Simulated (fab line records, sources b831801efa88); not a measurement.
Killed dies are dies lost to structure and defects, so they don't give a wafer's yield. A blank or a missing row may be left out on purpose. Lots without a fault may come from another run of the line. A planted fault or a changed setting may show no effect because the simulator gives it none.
A struck lot beside a sound one | flow sky130 | 16 steps out of a route of 708
Sound: wafers L618.2, L618.3, L618.5. Struck: wafers L616.2, L616.3, L616.5. The cause comes at the end.
At each step with rows: each side's tool, then ch and its chambers, then its first start. Under that, the readings that differ: sound wafers | struck wafers | difference of the means | sigmas: that difference in standard deviations of wafers without a fault.
alike: readings whose means differ by less than 2 such deviations, and words and numbers that are the same on both sides. not compared: withheld readings, readings that some wafer has no value for, bounds like >300 that may hide the same value, and numbers for which the record gives no deviation and whose values overlap.
The two part at a step that has a row with sigmas, a row that says differs or no value, or rows on one side only. Numbers that don't overlap but have no deviation are shown without sigmas and don't part them. A reading that every wafer of one side lacks parts them only if that side has two wafers or more.

SKY_NWELL_RS_MEAS_29: measures by four-point-probe.
  sound on film_metro-02, day 6 16:02; struck on film_metro-01, day 6 01:28
  alike: NWELL_RS
SKY_NWELL_RS_MEAS_31: measures by four-point-probe.
  sound on film_metro-02, day 6 16:16; struck on film_metro-01, day 6 01:43
  alike: PWDE_RS
then, 7 steps without rows for these wafers: SKY_VT_ADJUST_HVTP_DEHYDRATE_00 (time 60 s); SKY_VT_ADJUST_HVTP_HMDS_01 (prime time 60 s); SKY_VT_ADJUST_HVTP_COAT_02 (resist thk 1140 nm); SKY_VT_ADJUST_HVTP_SOFTBAKE_03 (time 60 s); SKY_VT_ADJUST_HVTP_EXPOSE_04 (exposes mask HVTPM, target cd 380 nm); SKY_VT_ADJUST_HVTP_PEB_05; SKY_VT_ADJUST_HVTP_DEVELOP_06 (develop time 60 s).
SKY_VT_ADJUST_HVTP_CD_MEAS_07: target cd 380 nm.
  sound on cd_sem-02, day 7 11:29; struck on cd_sem-01, day 6 20:44
  alike: cd_nm
SKY_VT_ADJUST_HVTP_OVL_MEAS_08:
  sound on overlay-01, day 7 11:35; struck on overlay-02, day 6 20:50
  alike: VT_ADJUST_HVTP_OVL
SKY_VT_ADJUST_HVTP_IMPLANT_09:
  sound on implanter-04 ch 0, day 7 11:39; struck on implanter-03 ch 0, day 6 21:13
SKY_VT_ADJUST_HVTP_STRIP_10: strips in O2/N2.
  sound on plasma_asher-03 ch 0,1, day 7 11:46; struck on plasma_asher-03 ch 1, day 6 21:20
  alike: drypump_motor_current_A, n2_flow_sccm, o2_flow_sccm, oes_product_au, strip_time_to_endpoint_s
  not compared: rf_hours_counter_h
SKY_VT_ADJUST_HVTP_TW_MEAS_11:
  sound on film_metro-03, day 7 11:53; struck on film_metro-01, day 6 21:27
  reading           | sound          | struck         | difference | sigmas
  VT_ADJUST_HVTP_TW | 1359 1366 1363 | 1673 1674 1682 | +314       | +32
then, 1 step without rows for these wafers: SKY_VT_ADJUST_LVTN_DEHYDRATE_00 (time 60 s).
-- the record jumps here: 40 days lie between the struck wafers' starts before and after (it left off in module VT_ADJUST_LVTN and takes up again in module PAD_OPEN, whose first step shown is number 708 of the route) --
SKY_PAD_OPEN_PROBE_99:
  sound on prober-02, day 47 23:23; struck on prober-01, day 47 02:20
  reading                                 | sound             | struck            | difference | sigmas
  model.etest.tip_p.rs_ohm_sq             | 6873 6860 6867    | 9099 9107 9058    | +2221      |
  model.etest.pfet_01v8.r_on_ohm_um       | 2991 2964 2957    | 3727 3751 3682    | +749       |
  model.etest.tip_p.rs_ohm_sq_range       | 98.8 128.3 191.1  | 266.1 260.6 251.7 | +120.1     |
  model.etest.pfet_01v8.drive_ua_um       | 185.1 186.8 187.5 | 121.3 120.4 122.4 | -65.1      |
  model.etest.pfet_01v8_mvt.drive_ua_um   | 147.9 147.5 148.7 | 88.23 87.92 89.26 | -59.56     |
  model.etest.pfet_01v8_hvt.drive_ua_um   | 140.3 138.2 140.8 | 93.88 93.62 95.17 | -45.54     |
  model.etest.sram_pfet_latch.drive_ua_um | 138.4 135 138.3   | 93.06 94.66 96.29 | -42.56     |
  model.etest.ring_1v8.delay_ps           | 21.62 21.9 21.83  | 28.79 28.5 28.34  | +6.76      |
  alike: killed_at_M0_to_M3, killed_at_M4_up, killed_at_contacts, killed_at_front_end, killed_at_other, killed_dies, killed_on_rim, killed_open, killed_short

WHERE THEY PART
Only at SKY_VT_ADJUST_HVTP_TW_MEAS_11, within this record. Later steps at which nothing parts them and some readings are alike: SKY_PAD_OPEN_PROBE_99.

WHY: what the simulator had put in
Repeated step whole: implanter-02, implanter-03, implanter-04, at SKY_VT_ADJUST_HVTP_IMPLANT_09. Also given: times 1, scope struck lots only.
